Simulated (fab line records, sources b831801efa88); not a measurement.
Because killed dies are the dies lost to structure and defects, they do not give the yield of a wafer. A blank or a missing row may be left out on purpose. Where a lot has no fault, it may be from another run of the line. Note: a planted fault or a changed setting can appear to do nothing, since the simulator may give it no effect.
The same fault as seen by 2 desks | flow gf180mcu | each desk has only its own numbers; what lay behind them comes last

== THE METROLOGY DESK ==
What the gauges read for every lot (on any tool): the sampled wafers with a number, averaged. Any lot whose mean is over 4 standard deviations away from the usual mean is out of limits and marked OUT; that distance is given in the brackets.
Columns: A = LVPWELL_OVL at GF_LVPWELL_OVL_MEAS_07, usual 0.6 nm
lot  | first seen here | A
L135 | day 3 20:14     | 0.9
L136 | day 4 04:19     | 0.8
L143 | day 5 21:02     | -0.2
L144 | day 6 01:10     | -0.3
L149 | day 7 03:04     | 0.9
L150 | day 7 09:01     | 1.6
L156 | day 8 13:13     | 1.8
L157 | day 8 15:38     | 0.4
L158 | day 8 19:52     | 0.2
This desk found nothing out of limits on any of the 9 lots.

== FOR THE TOOL OWNER'S DESK: litho track-04 ==
Per lot that ran on this tool, the mean of the sampled wafers carrying a number, from the tool's own readings at GF_LVPWELL_DEHYDRATE_00 (time 60 s). Any lot whose mean is over 4 standard deviations away from the usual mean is out of limits and marked OUT; that distance is given in the brackets.
Columns: A = run length s at GF_LVPWELL_DEHYDRATE_00, usual 89.13 s
lot  | first seen here | A
L135 | day 3 12:52     | 89.31
L136 | day 3 20:44     | 89.18
L143 | day 5 13:19     | 90.86 (+9.1) OUT
L144 | day 5 17:19     | 92.14 (+16) OUT
This desk finds L143, L144 out of limits, L143 being first, at day 5 13:19 (run length s at GF_LVPWELL_DEHYDRATE_00). L135, L136: within limits.

== BROUGHT TOGETHER ==
The tool owner's desk had the chance to raise an alarm at day 5 13:19 on L143, L144.
Nothing out of limits was seen by the metrology desk.
The metrology desk has L143, L144 on record, within its limits.
Of the lots named, all ran GF_LVPWELL_DEHYDRATE_00 on litho track-04.

== WHAT THE SIMULATOR HAD INSERTED ==
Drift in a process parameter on litho track-04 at GF_LVPWELL_DEHYDRATE_00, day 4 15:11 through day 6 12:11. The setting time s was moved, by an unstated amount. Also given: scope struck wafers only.
Struck lots among those shown: L143, L144.
Hours from the fault's start to each desk's first reading out of limits: the tool owner's desk, 22.
